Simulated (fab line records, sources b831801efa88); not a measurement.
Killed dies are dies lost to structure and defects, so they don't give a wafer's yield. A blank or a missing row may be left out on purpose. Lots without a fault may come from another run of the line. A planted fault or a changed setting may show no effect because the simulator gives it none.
Which tool did it? | flow sky130 | 6 lots, 18 wafers sampled, at 2 steps of a route of 708

WHAT THE GAUGES READ, wafer by wafer
SKY_SD_N_RS_MEAS_18: measures by four-point-probe.
lot  | measured     | on            | RES_XHIGH_RS (ohm/sq)
L604 | day 27 17:24 | film_metro-04 | 332.8 334.4 332.6
L606 | day 28 09:29 | film_metro-01 | 332.5 332.5 332.8
L614 | day 31 09:11 | film_metro-04 | 343.0 343.0 344.2
L622 | day 33 20:17 | film_metro-02 | 332.8 333.5 333.9
L624 | day 34 12:54 | film_metro-01 | 330.8 331.1 329.7
L626 | day 35 03:29 | film_metro-04 | 334.2 334.4 333.4

WHICH TOOL RAN EACH LOT (tool, then ch and the chambers of the sampled wafers, then the start)
lot  | SKY_RES_XHIGH_IMPLANT_07
L604 | implanter-01 ch 0, day 26 10:10
L606 | implanter-02 ch 0, day 27 02:49
L614 | implanter-02 ch 0, day 30 05:22
L622 | implanter-01 ch 0, day 32 14:55
L624 | implanter-01 ch 0, day 33 08:28
L626 | implanter-03 ch 0, day 34 00:41
- SKY_RES_XHIGH_IMPLANT_07

THE ANSWER, worked out from the rows above alone
Rule: what is usual is taken from the lots themselves. Put in order of their means at a reading, lots are off if they are a third of the lots or fewer, leave a main group of 4 or more, and stand apart from it by a gap of 3 or more times the standard deviation of the main group's means; of several such gaps the widest counts. A main group whose means are all the same, to the digits that the tables above print for the reading, isn't used. A lot without any number at a reading at which 4 lots or more have one is off too. The other lots that the step has rows for count as sound.
Off: L614, at SKY_SD_N_RS_MEAS_18 (RES_XHIGH_RS). The main group: mean 332.8 ohm/sq, standard deviation 1.2.
A tool fits if, at a process step before that reading, it ran every lot that is off, and no sound lot after the first of them. The gauges at SKY_SD_N_RS_MEAS_18 are tried like those tools. One fits: implanter-02 at SKY_RES_XHIGH_IMPLANT_07. Its last sound lot is L606 (day 27 02:49), its first lot that is off L614 (day 30 05:22): a fault that began between those two fits.

WHAT THE SIMULATOR HAD PUT IN
Process parameter drift: implanter-02, from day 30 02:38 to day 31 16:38, at SKY_RES_XHIGH_IMPLANT_07. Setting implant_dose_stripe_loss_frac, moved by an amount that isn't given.
Lots struck among those shown: L614. The rule above found the same.
